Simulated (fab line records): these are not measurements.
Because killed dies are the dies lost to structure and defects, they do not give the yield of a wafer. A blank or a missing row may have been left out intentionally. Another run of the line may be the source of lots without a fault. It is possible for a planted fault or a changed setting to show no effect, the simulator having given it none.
Which tool is to blame?	flow sky130	6 lots with 18 wafers sampled at 2 steps, on a route of 708 steps

== WHAT THE GAUGES SHOWED, per wafer ==
SKY_LDD_LDN_OVL_MEAS_07.
lot	measured	on	LDD_LDN_OVL (nm)
L837	day 22 19:15	overlay-01	-0.2 0.9 -1.6
L845	day 26 01:15	overlay-02	1.7 1.1 0.0
L848	day 27 05:26	overlay-01	-2.0 -1.7 -3.3
L849	day 28 01:20	overlay-02	- - -
L857	day 30 08:06	overlay-01	-1.2 -0.4 0.6
L859	day 30 22:27	overlay-02	-0.5 1.6 2.4

== TOOL THAT RAN EACH LOT (tool first, then ch and the chambers of the sampled wafers, then the start) ==
lot	SKY_LDD_LDN_COAT_02
L837	litho track-01 ch 0, day 22 03:43
L845	litho track-01 ch 0, day 25 11:04
L848	litho track-04 ch 0, day 26 15:24
L849	litho track-01, day 27 10:35
L857	litho track-01 ch 0, day 29 17:47
L859	litho track-03 ch 0, day 30 09:01
- SKY_LDD_LDN_COAT_02: resist thk 1140 nm.

== THE ANSWER, worked out from the rows above alone ==
Rule: the usual values come from the lots themselves. Put in order of their means at a reading, lots are off if they are a third of the lots or fewer, leave a main group of 4 or more, and stand apart from it by a gap of 3 or more times the standard deviation of the main group's means; of several such gaps the widest counts. Not used: any main group whose means are identical at the precision the tables above print for the reading. A lot without any number at a reading at which 4 lots or more have one is off too. Where the step has rows for the other lots, those lots are counted as sound.
Off: at SKY_LDD_LDN_OVL_MEAS_07 (LDD_LDN_OVL), L849. Without a number there: L849. Main group: mean -0.2 nm, sd 1.2.
If a tool, at a process step before that reading, ran all the lots that are off and no sound lot after the first of them, it fits. The gauges at SKY_LDD_LDN_OVL_MEAS_07 are tried like those tools. Not one of the candidates tried fits.

== WHAT THE SIMULATOR HAD PUT IN ==
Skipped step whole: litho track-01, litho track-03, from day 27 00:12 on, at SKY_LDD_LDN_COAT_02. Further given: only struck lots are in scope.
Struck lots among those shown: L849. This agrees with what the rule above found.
